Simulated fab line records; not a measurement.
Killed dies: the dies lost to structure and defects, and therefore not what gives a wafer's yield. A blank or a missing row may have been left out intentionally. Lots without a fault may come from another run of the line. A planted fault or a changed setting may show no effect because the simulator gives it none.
Split-lot study	flow sky130	5 lots, 23 wafers read, on a route of 708 steps

THE SPLIT
At SKY_SONOS_ONO_CVD_02 (deposits Si3N4 from DCS/NH3, target thk 10.5 nm, time 180 s), the setting pressureMtorr was moved away from the recipe's 250 mTorr on 15 of the 23 wafers read, by -11.6% to +9.9%. All remaining wafers had this setting at the recipe value.

The reading is taken at the split's own step.

THE READING
Si3N4_of_SONOS_ONO_CVD_02.thkNm (the simulator's own value, which no gauge read), in nm, at SKY_SONOS_ONO_CVD_02 (deposits Si3N4 from DCS/NH3, target thk 10.5 nm, time 180 s). No usual value for it is given in the file. The 8 wafers here that ran the recipe average 10.460 nm, standard deviation 0.092 nm.

wafer	tool, chamber at the split	pressureMtorr as run, mTorr	against the recipe	Si3N4_of_SONOS_ONO_CVD_02.thkNm, nm	against lot-mates on the recipe
L074.1	-, -	250	recipe	10.55	-
L074.3	-, -	250	recipe	10.36	-
L074.4	-, -	250	recipe	10.42	-
L074.5	-, -	250	recipe	10.41	-
L074.6	-, -	250	recipe	10.31	-
L080.1	-, -	220.9	-11.6%	10.07	no lot-mate on the recipe
L080.2	-, -	220.9	-11.6%	9.934	no lot-mate on the recipe
L080.3	-, -	220.9	-11.6%	9.955	no lot-mate on the recipe
L080.4	-, -	220.9	-11.6%	9.948	no lot-mate on the recipe
L080.5	-, -	220.9	-11.6%	9.87	no lot-mate on the recipe
L081.1	lpcvd-02, 0	250	recipe	10.52	-
L081.3	lpcvd-02, 0	250	recipe	10.58	-
L081.6	lpcvd-02, 0	250	recipe	10.53	-
L083.1	-, -	222.5	-11.0%	9.887	no lot-mate on the recipe
L083.2	-, -	222.5	-11.0%	9.839	no lot-mate on the recipe
L083.3	-, -	222.5	-11.0%	9.759	no lot-mate on the recipe
L083.4	-, -	222.5	-11.0%	9.761	no lot-mate on the recipe
L083.6	-, -	222.5	-11.0%	9.752	no lot-mate on the recipe
L085.1	-, -	274.7	+9.9%	10.55	no lot-mate on the recipe
L085.2	-, -	274.7	+9.9%	10.4	no lot-mate on the recipe
L085.3	-, -	274.7	+9.9%	10.53	no lot-mate on the recipe
L085.4	-, -	274.7	+9.9%	10.36	no lot-mate on the recipe
L085.5	-, -	274.7	+9.9%	10.54	no lot-mate on the recipe

FIT RESULTS
A straight line over all 23 wafers: Si3N4_of_SONOS_ONO_CVD_02.thkNm changes by +0.0317 nm for each +1% of pressureMtorr; r = +0.86; the points scatter about the line by 0.16 nm.
Too few moved wafers with a lot-mate on the recipe to fit a line net of each lot's own level.

THE FILE'S OWN FIT
Si3N4_of_SONOS_ONO_CVD_02.thkNm changes by +0.0318 nm for each +1% of pressureMtorr, r = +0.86.
